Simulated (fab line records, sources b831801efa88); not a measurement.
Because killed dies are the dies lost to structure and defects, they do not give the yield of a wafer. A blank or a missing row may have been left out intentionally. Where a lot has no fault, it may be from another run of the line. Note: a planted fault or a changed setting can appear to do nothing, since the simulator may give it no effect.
2 desks, one fault | flow gf180mcu | numbers are kept per desk, each desk with only its own; the story behind them comes last

## DESK OF THE TOOL OWNER: pecvd-04
The tool's own readings at GF_MIM_CVD_05 (deposits Si3N4, target thk 42 nm, time 29.086 s): means of the sampled wafers that have a number, for each lot that ran on this tool. Marked OUT: a lot whose mean sits more than 4 standard deviations from the usual mean, which makes it out of limits; the brackets give that distance.
Columns: A = heater-power-w at GF_MIM_CVD_05, usual 649 W; B = run-length-s at GF_MIM_CVD_05, usual 56.8 s; C = temp-max-c at GF_MIM_CVD_05, usual 399.98 C
lot  | first seen here | A   | B    | C
L321 | day 24 21:11    | 599 | 56.8 | 399.90
L323 | day 25 17:56    | 590 | 58.4 | 399.86
L326 | day 26 19:27    | 554 | 58.7 | 400.14
L335 | day 29 22:49    | 603 | 56.7 | 399.94
L336 | day 30 08:05    | 646 | 56.7 | 400.00
L338 | day 30 09:36    | 596 | 57.1 | 400.07
L341 | day 31 02:22    | 610 | 56.5 | 399.93
L342 | day 31 09:24    | 621 | 56.8 | 399.93
Finding of this desk: none of the 8 lots has anything out of limits.

## METROLOGY DESK
Lot by lot, what the gauges showed, no matter which tool ran the lot: averages of those sampled wafers that carry a number. Marked OUT: a lot whose mean sits more than 4 standard deviations from the usual mean, which makes it out of limits; the brackets give that distance.
Columns: A = MIM_CVD_05_THK at GF_MIM_THK_MEAS_06, usual 42.2 nm; B = MIM_ALCU_RS at GF_MIM_RS_MEAS_10, usual 0.1607 ohm/sq
lot  | first seen here | A               | B
L321 | day 24 21:14    | 41.5            | 0.1576
L322 | day 25 10:58    | 42.0            | 0.1595
L323 | day 25 17:59    | 45.7 (+5.2) OUT | 0.1591
L326 | day 26 19:29    | 44.5            | 0.1588
L335 | day 29 22:52    | 41.6            | 0.1642
L337 | day 30 04:56    | 42.3            | 0.1611
L336 | day 30 08:07    | 42.3            | 0.1619
L338 | day 30 09:39    | 42.5            | 0.1614
L339 | day 30 12:44    | 42.3            | 0.1609
L340 | day 30 22:24    | 42.5            | 0.1633
L341 | day 31 02:25    | 42.5            | 0.1620
L342 | day 31 09:26    | 42.1            | 0.1607
This desk finds L323 out of limits, with the earliest case on L323 at day 25 17:59 (MIM_CVD_05_THK at GF_MIM_THK_MEAS_06). L321, L322, L326, L335, L337, L336, L338, L339, L340, L341, L342: within limits.

## PUT TOGETHER
On L323, the metrology desk was in a position to raise an alarm at day 25 17:59.
The tool owner's desk saw nothing out of limits.
On record at the tool owner's desk: L323, within its limits.
Of the lots named, all ran GF_MIM_CVD_05 on pecvd-04.

## WHAT THE SIMULATOR HAD INSERTED
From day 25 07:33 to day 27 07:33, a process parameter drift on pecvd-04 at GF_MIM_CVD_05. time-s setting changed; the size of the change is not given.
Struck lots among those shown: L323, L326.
Delay in hours, fault start to first out-of-limits reading, per desk: metrology desk 10.
